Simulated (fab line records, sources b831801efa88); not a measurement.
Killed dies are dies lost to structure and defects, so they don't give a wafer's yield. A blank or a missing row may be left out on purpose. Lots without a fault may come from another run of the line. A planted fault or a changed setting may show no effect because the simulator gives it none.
Which tool did it? | flow sky130 | 14 lots, 41 wafers sampled, at 2 steps of a route of 708

WHAT THE GAUGES READ, wafer by wafer
SKY_VIA1_OVL_MEAS_13.
lot  | measured     | on         | VIA1_OVL (nm)
L575 | day 34 03:13 | overlay-01 | 4 4 -3
L577 | day 34 17:13 | overlay-02 | 6 7 12
L581 | day 36 09:50 | overlay-02 | 1 -6 -3
L583 | day 37 02:57 | overlay-02 | -2 -1 -2
L585 | day 37 15:13 | overlay-02 | -5 5 6
L584 | day 37 16:41 | overlay-02 | 2 2 -2
L586 | day 37 22:43 | overlay-02 | -12 -10 -10
L587 | day 38 01:48 | overlay-02 | 0 -4
L590 | day 38 23:19 | overlay-01 | 7 7 9
L592 | day 39 09:47 | overlay-02 | -3 -7 -3
L593 | day 39 15:15 | overlay-02 | -5 0 10
L596 | day 40 14:38 | overlay-01 | -13 -13 -14
L597 | day 40 14:45 | overlay-02 | -1 1 3
L598 | day 40 23:08 | overlay-02 | -5 -10 0

WHICH TOOL RAN EACH LOT (tool, then ch and the chambers of the sampled wafers, then the start)
lot  | SKY_METAL1_SPUTTER_04
L575 | pvd_sputter-04, day 31 19:56
L577 | pvd_sputter-01, day 32 09:50
L581 | pvd_sputter-01, day 34 03:17
L583 | pvd_sputter-04, day 34 19:49
L585 | pvd_sputter-04, day 35 09:01
L584 | pvd_sputter-01, day 35 10:21
L586 | pvd_sputter-04, day 35 16:35
L587 | pvd_sputter-01, day 35 20:26
L590 | pvd_sputter-01, day 36 18:02
L592 | pvd_sputter-04, day 37 06:07
L593 | pvd_sputter-01, day 37 13:06
L596 | pvd_sputter-01, day 38 10:50
L597 | pvd_sputter-02, day 38 11:17
L598 | pvd_sputter-01, day 38 21:02
- SKY_METAL1_SPUTTER_04: material TiN, target thk 70 nm, time 58.3 s.

WHAT THE TOOLS THEMSELVES READ (means of the sampled wafers that have a number; where no wafer has one, the mark that the record gives instead)
SKY_METAL1_SPUTTER_04.
lot  | tool           | throttle_valve_pct (%)
L575 | pvd_sputter-04 | 28.4
L577 | pvd_sputter-01 | 29.8
L581 | pvd_sputter-01 | 30.3
L583 | pvd_sputter-04 | 29.5
L585 | pvd_sputter-04 | 29.9
L584 | pvd_sputter-01 | 29.9
L586 | pvd_sputter-04 | 28.9
L587 | pvd_sputter-01 | 30.0
L590 | pvd_sputter-01 | 30.8
L592 | pvd_sputter-04 | 29.6
L593 | pvd_sputter-01 | 30.8
L596 | pvd_sputter-01 | 30.8
L597 | pvd_sputter-02 | 30.5
L598 | pvd_sputter-01 | 30.5

THE ANSWER, worked out from the rows above alone
Rule: what is usual is taken from the lots themselves. Put in order of their means at a reading, lots are off if they are a third of the lots or fewer, leave a main group of 4 or more, and stand apart from it by a gap of 3 or more times the standard deviation of the main group's means; of several such gaps the widest counts. A main group whose means are all the same, to the digits that the tables above print for the reading, isn't used. A lot without any number at a reading at which 4 lots or more have one is off too. The other lots that the step has rows for count as sound. The gauges are gone through in route order, then the tools' own readings, and for those a lot's mean is taken as printed above. The first step at which some lot is off is used, and at that step the reading that is off furthest; a lot without a number counts as furthest.
No lot is off at any reading shown: from this, nothing can be told.

WHAT THE SIMULATOR HAD PUT IN
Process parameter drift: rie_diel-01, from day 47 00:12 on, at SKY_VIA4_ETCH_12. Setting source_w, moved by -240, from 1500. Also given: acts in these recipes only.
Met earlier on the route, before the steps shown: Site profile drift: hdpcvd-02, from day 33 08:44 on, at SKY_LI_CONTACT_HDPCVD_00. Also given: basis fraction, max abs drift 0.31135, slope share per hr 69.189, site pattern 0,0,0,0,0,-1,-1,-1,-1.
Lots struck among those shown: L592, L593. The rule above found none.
